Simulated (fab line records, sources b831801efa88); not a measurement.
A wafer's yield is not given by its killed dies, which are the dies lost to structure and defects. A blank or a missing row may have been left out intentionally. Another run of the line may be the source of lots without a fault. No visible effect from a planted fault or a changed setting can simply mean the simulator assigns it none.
Problem report, 8D (eight disciplines) form, completed by code    flow gf180mcu    the parts of the form that need people (team, actions taken, sign-off) are left out

1. WHAT WENT WRONG
MVSD_OVL at GF_MVSD_OVL_MEAS_07 reads a mean of -86.2 nm on 12 wafers of 4 lots; wafers without a fault read 0.5 nm with a standard deviation of 1.2. That is -72 standard deviations from the usual mean.
First seen on wafer L944.1, day 7 06:20, on overlay-01. The record has a number at this step for 42 wafers belonging to 14 lots. Rule for "out" (also "out of limits"): further than 4 standard deviations from the usual mean. The other wafers with a number count as sound.

2. WHAT IT IS AND WHAT IT IS NOT
question                     is                      is not
which readings at this step  MVSD_OVL                -
which lots                   L944, L945, L946, L947  L932, L933, L935, L939, L941, L942, L943, L949, L953, L954
which wafers of those lots   all that have a number  -
read on which gauges         overlay-01, overlay-02  -
when                         from day 7 06:20        up to then (21 sound wafers); but 9 sound wafers of L949, L953, L954 came after

3. WHAT RULES OUT EACH SUSPECT
Counting: a tool at a process step up to the reading stays a suspect if it ran every lot that is out and no sound lot after the first of them.
- the gauge at GF_MVSD_OVL_MEAS_07: ruled out. The wafers that are out were read on 2 gauges (overlay-01, overlay-02).
- iline-stepper-01 at GF_MVSD_EXPOSE_04 (exposes mask MVSD, target cd 1000 nm): kept. It processed each lot that is out, first L944 at day 6 23:17, and no sound lot thereafter; up to then, the last sound lot it processed was L943 at day 6 19:11.
After counting, what remains is iline-stepper-01 at GF_MVSD_EXPOSE_04.

4. THE CAUSE (what the simulator had put in)
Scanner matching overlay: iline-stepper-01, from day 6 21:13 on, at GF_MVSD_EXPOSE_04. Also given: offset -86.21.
The count eliminated every tool but this one.

5. THE EFFECT CHAIN, in route order
One row per reading whose mean, taken over the struck wafers that have a number, lies over 3 standard deviations from the usual. Scope: only readings with a usual standard deviation given in the record; hours: median across lots of the time from each lot's start at the first step in this table that gives one to its start at this step; sigmas: change in usual standard deviations.
hours  step                 reading   usual   on struck wafers  change  sigmas
0      GF_MVSD_OVL_MEAS_07  MVSD_OVL  0.5 nm  -86.2             -86.7   -72

6. WHAT WOULD HAVE CAUGHT IT SOONER
9 hours passed between the start of the fault at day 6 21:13 and the first reading out of limits at a measuring or inspecting step in this record, taken at day 7 06:20.
Of the lots that are out (4), L945, L946, L947 began GF_MVSD_EXPOSE_04 on iline-stepper-01 after day 7 06:20. A hold on the tool at that time would have spared those 3.
